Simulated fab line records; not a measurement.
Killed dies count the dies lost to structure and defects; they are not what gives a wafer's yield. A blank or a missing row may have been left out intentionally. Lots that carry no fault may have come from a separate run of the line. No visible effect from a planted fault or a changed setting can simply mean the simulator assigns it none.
Which of the tools did it? :: flow gf180mcu :: 13 lots with 39 wafers sampled at 4 steps, on a route of 602 steps

== WHAT THE GAUGES READ, wafer by wafer ==
GF_TOP_METAL_CD_MEAS_14: the cd target is 440 nm.
lot: L876
measured: day 28 08:08
on: cd-sem-01
cd-nm (nm): 442.0 442.6 444.0

lot: L877
measured: day 28 09:18
on: cd-sem-02
cd-nm (nm): 442.5 441.8 443.8

lot: L878
measured: day 28 20:00
on: cd-sem-02
cd-nm (nm): 444.1 444.7 441.6

lot: L880
measured: day 29 07:10
on: cd-sem-01
cd-nm (nm): 446.5 444.3 445.6

lot: L881
measured: day 29 15:21
on: cd-sem-02
cd-nm (nm): 443.3 442.7 442.1

lot: L883
measured: day 30 09:10
on: cd-sem-02
cd-nm (nm): 439.3 441.5 439.1

lot: L884
measured: day 30 20:30
on: cd-sem-01
cd-nm (nm): 439.8 441.3 438.6

lot: L886
measured: day 31 03:34
on: cd-sem-02
cd-nm (nm): 441.2 438.6 441.8

lot: L890
measured: day 32 09:19
on: cd-sem-02
cd-nm (nm): 439.7 440.2 438.6

lot: L892
measured: day 32 20:07
on: cd-sem-02
cd-nm (nm): 440.7 439.8 438.9

lot: L896
measured: day 33 15:45
on: cd-sem-01
cd-nm (nm): 439.5 439.3 440.8

lot: L897
measured: day 33 20:21
on: cd-sem-02
cd-nm (nm): 438.9 440.5 440.6

lot: L899
measured: day 34 05:39
on: cd-sem-01
cd-nm (nm): 438.0 436.5 435.9

GF_PASSIVATION_THK_MEAS_01.
lot: L876
measured: day 28 09:05
on: film-metro-02
PASSIVATION_CVD_00_THK (nm): 1008 1017 1012

lot: L877
measured: day 28 10:19
on: film-metro-02
PASSIVATION_CVD_00_THK (nm): 987 978 1007

lot: L878
measured: day 28 20:57
on: film-metro-02
PASSIVATION_CVD_00_THK (nm): 989 997 1011

lot: L880
measured: day 29 08:07
on: film-metro-03
PASSIVATION_CVD_00_THK (nm): 1008 1006 1006

lot: L881
measured: day 29 16:18
on: film-metro-01
PASSIVATION_CVD_00_THK (nm): 1001 984 1007

lot: L883
measured: day 30 10:08
on: film-metro-02
PASSIVATION_CVD_00_THK (nm): 990 1011 1013

lot: L884
measured: day 30 21:26
on: film-metro-02
PASSIVATION_CVD_00_THK (nm): 1005 1001 1021

lot: L886
measured: day 31 04:28
on: film-metro-03
PASSIVATION_CVD_00_THK (nm): 1015 996 1009

lot: L890
measured: day 32 10:16
on: film-metro-01
PASSIVATION_CVD_00_THK (nm): 1000 1010 999

lot: L892
measured: day 32 21:05
on: film-metro-02
PASSIVATION_CVD_00_THK (nm): 996 983 1006

lot: L896
measured: day 33 16:44
on: film-metro-02
PASSIVATION_CVD_00_THK (nm): 991 1000 1005

lot: L897
measured: day 33 21:18
on: film-metro-02
PASSIVATION_CVD_00_THK (nm): 987 1008 999

lot: L899
measured: day 34 06:35
on: film-metro-02
PASSIVATION_CVD_00_THK (nm): 969 985 975

== EACH LOT AND THE TOOL THAT RAN IT (in order: tool; ch and the chambers of the sampled wafers; start) ==
lot: L876
GF_V1_ETCH_17: rie-diel-03 ch 1,2, day 18 09:00
GF_V4_ETCH_17: rie-diel-01 ch 1,2, day 28 08:08 or earlier

lot: L877
GF_V1_ETCH_17: rie-diel-04 ch 0,2, day 18 13:00
GF_V4_ETCH_17: rie-diel-02 ch 0,1,2, day 28 09:18 or earlier

lot: L878
GF_V1_ETCH_17: rie-diel-01 ch 0,1,3, day 19 01:00
GF_V4_ETCH_17: rie-diel-02 ch 0,1,3, day 28 20:00 or earlier

lot: L880
GF_V1_ETCH_17: rie-diel-01 ch 1,3, day 19 15:00
GF_V4_ETCH_17: rie-diel-04 ch 0,3, day 29 07:10 or earlier

lot: L881
GF_V1_ETCH_17: rie-diel-01 ch 0,1,3, day 20 01:00
GF_V4_ETCH_17: rie-diel-02 ch 0,1,3, day 29 15:21 or earlier

lot: L883
GF_V1_ETCH_17: rie-diel-03 ch 1,3, day 21 00:00
GF_V4_ETCH_17: rie-diel-01 ch 1,2, day 30 09:10 or earlier

lot: L884
GF_V1_ETCH_17: rie-diel-03 ch 1,2,3, day 21 12:00
GF_V4_ETCH_17: rie-diel-04 ch 0,1,3, day 30 20:30 or earlier

lot: L886
GF_V1_ETCH_17: rie-diel-01 ch 0,3, day 21 23:00
GF_V4_ETCH_17: rie-diel-04 ch 2,3, day 31 03:34 or earlier

lot: L890
GF_V1_ETCH_17: rie-diel-03 ch 1,2,3, day 23 13:00
GF_V4_ETCH_17: rie-diel-02 ch 1,2,3, day 32 09:19 or earlier

lot: L892
GF_V1_ETCH_17: rie-diel-03 ch 1,2, day 24 06:00
GF_V4_ETCH_17: rie-diel-04 ch 1,3, day 32 20:07 or earlier

lot: L896
GF_V1_ETCH_17: rie-diel-04 ch 0,2,3, day 25 07:00
GF_V4_ETCH_17: rie-diel-02 ch 0,1,3, day 33 15:45 or earlier

lot: L897
GF_V1_ETCH_17: rie-diel-04 ch 0,1,3, day 25 12:00
GF_V4_ETCH_17: rie-diel-01 ch 0,1,3, day 33 20:21 or earlier

lot: L899
GF_V1_ETCH_17: rie-diel-01 ch 0,2,3, day 26 02:00
GF_V4_ETCH_17: rie-diel-01 ch 0,1,2, day 34 05:39 or earlier
- GF_V1_ETCH_17: etches SiO2 in C4F8/O2/Ar, stops on TiN, target depth 630 nm.
- GF_V4_ETCH_17: etches SiO2 in C4F8/O2/Ar, stops on TiN, target depth 630 nm.

== WHAT THE TOOLS THEMSELVES READ (means of the sampled wafers that have a number; where no wafer has one, the mark that the record gives instead) ==
GF_V1_ETCH_17.
lot: L876
tool: rie-diel-03
oes-product-au (a.u.): 0.860

lot: L877
tool: rie-diel-04
oes-product-au (a.u.): 0.852

lot: L878
tool: rie-diel-01
oes-product-au (a.u.): 0.854

lot: L880
tool: rie-diel-01
oes-product-au (a.u.): 0.855

lot: L881
tool: rie-diel-01
oes-product-au (a.u.): 0.858

lot: L883
tool: rie-diel-03
oes-product-au (a.u.): 0.854

lot: L884
tool: rie-diel-03
oes-product-au (a.u.): 0.858

lot: L886
tool: rie-diel-01
oes-product-au (a.u.): 0.857

lot: L890
tool: rie-diel-03
oes-product-au (a.u.): 0.860

lot: L892
tool: rie-diel-03
oes-product-au (a.u.): 0.856

lot: L896
tool: rie-diel-04
oes-product-au (a.u.): 0.858

lot: L897
tool: rie-diel-04
oes-product-au (a.u.): 0.854

lot: L899
tool: rie-diel-01
oes-product-au (a.u.): 0.857

GF_V4_ETCH_17.
lot: L876
tool: rie-diel-01
oes-product-au (a.u.): 0.859

lot: L877
tool: rie-diel-02
oes-product-au (a.u.): 0.851

lot: L878
tool: rie-diel-02
oes-product-au (a.u.): 0.854

lot: L880
tool: rie-diel-04
oes-product-au (a.u.): 0.854

lot: L881
tool: rie-diel-02
oes-product-au (a.u.): 0.853

lot: L883
tool: rie-diel-01
oes-product-au (a.u.): 0.856

lot: L884
tool: rie-diel-04
oes-product-au (a.u.): 0.861

lot: L886
tool: rie-diel-04
oes-product-au (a.u.): 0.853

lot: L890
tool: rie-diel-02
oes-product-au (a.u.): 0.856

lot: L892
tool: rie-diel-04
oes-product-au (a.u.): 0.850

lot: L896
tool: rie-diel-02
oes-product-au (a.u.): 0.853

lot: L897
tool: rie-diel-01
oes-product-au (a.u.): 0.856

lot: L899
tool: rie-diel-01
oes-product-au (a.u.): 0.861

== THE ANSWER, worked out from the rows above alone ==
Rule: the usual values come from the lots themselves. Put in order of their means at a reading, lots are off if they are a third of the lots or fewer, leave a main group of 4 or more, and stand apart from it by a gap of 3 or more times the standard deviation of the main group's means; of several such gaps the widest counts. A main group whose means are all the same, to the digits that the tables above print for the reading, isn't used. Also off: a lot with no number at a reading for which 4 or more lots have one. Where the step has rows for the other lots, those lots are counted as sound. After the gauges, taken in route order, come the tools' own readings; for these a lot's mean is taken, as printed above. At the first step where some lot is off, the reading lying furthest off is the one used; lots without a number count as furthest.
Across all readings shown, no lot is off: no conclusion can be drawn from this.

== WHAT WAS PUT IN BY THE SIMULATOR ==
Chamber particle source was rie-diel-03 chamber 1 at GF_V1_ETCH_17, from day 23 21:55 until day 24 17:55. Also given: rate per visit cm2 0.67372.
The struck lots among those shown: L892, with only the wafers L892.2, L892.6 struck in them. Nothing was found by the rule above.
